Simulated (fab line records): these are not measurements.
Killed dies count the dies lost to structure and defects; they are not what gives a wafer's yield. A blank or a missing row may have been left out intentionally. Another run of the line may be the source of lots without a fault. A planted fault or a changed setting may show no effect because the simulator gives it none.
Struck lot and sound lot, side by side || flow gf180mcu || 13 steps out of a route of 602
Sound: these wafers, L275.2, L275.4, L275.6. Wafers L283.2, L283.4, L283.6 were the ones struck. At the end, the cause is stated.
For every step that has rows: the tool of each side, followed by ch and its chambers, followed by its first start. Under that, the readings that differ: sound wafers || struck wafers || difference of the means || sigmas: that difference in standard deviations of wafers without a fault.
alike: a reading whose means differ by less than 2 such deviations, as well as words and numbers matching on both sides. not compared: withheld readings; readings where some wafer has no value; bounds like >300 that might hide an equal value; numbers whose values overlap and for which the record gives no deviation.
The two part at a step that has a row with sigmas, a row that says differs or no value, or rows on one side only. Non-overlapping numbers with no deviation appear without sigmas and do not part them. A reading that every wafer of one side lacks parts them only if that side has two wafers or more.

first, 6 steps without rows for these wafers: GF_POLY_GATE_COAT_04; GF_POLY_GATE_COAT_05 (resist thk 700 nm); GF_POLY_GATE_SOFTBAKE_06 (time 60 s); GF_POLY_GATE_EXPOSE_07 (exposes mask Poly2, target cd 280 nm); GF_POLY_GATE_PEB_08 (peb time 90 s); GF_POLY_GATE_DEVELOP_09 (develop time 60 s).
GF_POLY_GATE_CD_MEAS_10: the cd target is 280 nm.
  struck on cd sem-02, day 14 01:40; sound on cd sem-02, day 11 15:10
  alike: cd nm
GF_POLY_GATE_OVL_MEAS_11:
  struck on overlay-01, day 14 01:46; sound on overlay-02, day 11 15:16
  alike: POLY_GATE_OVL
GF_POLY_GATE_ETCH_12: etches BARC in N2/H2.
  sound on rie diel-03 ch 0,1,3, day 11 15:18; struck on rie diel-01 ch 0,1,2, day 14 01:48
  alike: chamber pressure mTorr, drypump motor current A, oes product au, rf fwd power W, throttle valve pct
GF_POLY_GATE_ETCH_13: etches poly-Si in HBr/Cl2, stops on SiO2, target depth 198.5 nm, time 69.6 s.
  sound on rie si-02 ch 1,2, day 11 15:21; struck on rie si-02 ch 0,1,2, day 14 01:51
  alike: chamber pressure mTorr, drypump motor current A, oes product au, rf fwd power W, throttle valve pct
  not compared: rf hours counter h
GF_POLY_GATE_STRIP_14: strips in O2/N2.
  sound on plasma asher-03 ch 0,1, day 11 15:24; struck on plasma asher-03 ch 0,1, day 14 01:54
  alike: chamber pressure mTorr, drypump motor current A, heater power w, oes product au
  not compared: rf hours counter h
then, 1 step without rows for these wafers: GF_POLY_GATE_CLEAN_15 (cleans in SC1/SC2, time 150 s).
GF_POLY_GATE_OXIDATION_16: stabilise 600 s, purge 300 s, target thk 4 nm.
  struck on furnace-02, day 14 02:43; sound on furnace-01 ch 0, day 11 16:31
  no value came back on the struck wafers for any of 5 readings (ox temp c (C), ox temp c max and others); on the sound wafers ox temp c (C) reads 849.7 849.7 849.8

== WHERE THEY PART ==
At GF_POLY_GATE_OXIDATION_16 and nowhere else, as far as this record goes.

WHY: whatever the simulator had introduced
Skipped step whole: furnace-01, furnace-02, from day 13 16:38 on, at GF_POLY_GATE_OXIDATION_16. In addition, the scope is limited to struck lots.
